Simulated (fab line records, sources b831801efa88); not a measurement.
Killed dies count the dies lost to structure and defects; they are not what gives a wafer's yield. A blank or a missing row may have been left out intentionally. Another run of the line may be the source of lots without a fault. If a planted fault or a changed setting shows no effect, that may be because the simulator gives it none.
Which tool was responsible? -- flow sfq_line -- 17 wafers from 6 lots sampled at 4 of the route's 325 steps

## WHAT THE GAUGES SHOWED, per wafer
SFQ_I2_OVL_MEAS_918.
lot,measured,on,I2_OVL (nm)
L738,day 23 23:08,overlay-01,-9 -1 -4
L745,day 31 12:04,overlay-01,-4 2
L749,day 38 15:03,overlay-02,5 10 0
L752,day 38 19:52,overlay-01,-10 -6 -5
L755,day 38 23:27,overlay-01,4 2 0
L758,day 39 05:27,overlay-01,-1 -7 -5

## WHAT TOOL EACH LOT RAN ON (gives the tool, then ch and the chambers of the sampled wafers, and finally the start)
lot,SFQ_TRILAYER_M2_BARC_OPEN_METAL_ETCH_077,SFQ_TRILAYER_I2_DEP_PECVD_063,SFQ_TRILAYER_I2_CMP_CMP_064
L738,"rie_metal-03 ch 1, day 23 13:36","pecvd-03 ch 0,1, day 23 15:18","cmp-02 ch 1,2,3, day 23 15:24"
L745,"rie_metal-01 ch 0,1, day 31 01:28","pecvd-02 ch 0,1, day 31 02:25","cmp-02 ch 0,1, day 31 03:05"
L749,"rie_metal-01 ch 1, day 31 16:54","pecvd-04 ch 1,2, day 31 17:52","cmp-01 ch 0,1, day 31 19:17"
L752,"rie_metal-01 ch 0,1, day 32 00:24","pecvd-04 ch 0,2, day 32 01:20","cmp-01 ch 0,1, day 32 01:55"
L755,"rie_metal-01 ch 0,1, day 32 03:59","pecvd-04 ch 0,1,2, day 32 04:56","cmp-02 ch 0,2, day 32 06:13"
L758,"rie_metal-04 ch 0,1, day 32 08:47","pecvd-04 ch 0,1,2, day 32 09:44","cmp-02 ch 0,1,2, day 32 15:10"
- SFQ_TRILAYER_M2_BARC_OPEN_METAL_ETCH_077: etches BARC in O2, target depth 125 nm, time 41.7 s.
- SFQ_TRILAYER_I2_DEP_PECVD_063: deposits SiO2 from SiH4/N2O, time 111.11 s, target thk 500 nm.
- SFQ_TRILAYER_I2_CMP_CMP_064: polishes SiO2.

## THE ANSWER, worked out from the rows above alone
Rule: the lots themselves supply what counts as usual. The widest of any qualifying gaps counts: lots, ordered by their means at a reading, are off when they make up no more than a third of the lots, leave a main group of 4 or more, and stand apart from it by 3 or more times the standard deviation of that group's means. A main group whose means are all the same, to the digits that the tables above print for the reading, isn't used. A lot without any number at a reading at which 4 lots or more have one is off too. The other lots that the step has rows for count as sound.
No lot is off at any reading shown: from this, nothing can be told.

## WHAT WAS PUT IN BY THE SIMULATOR
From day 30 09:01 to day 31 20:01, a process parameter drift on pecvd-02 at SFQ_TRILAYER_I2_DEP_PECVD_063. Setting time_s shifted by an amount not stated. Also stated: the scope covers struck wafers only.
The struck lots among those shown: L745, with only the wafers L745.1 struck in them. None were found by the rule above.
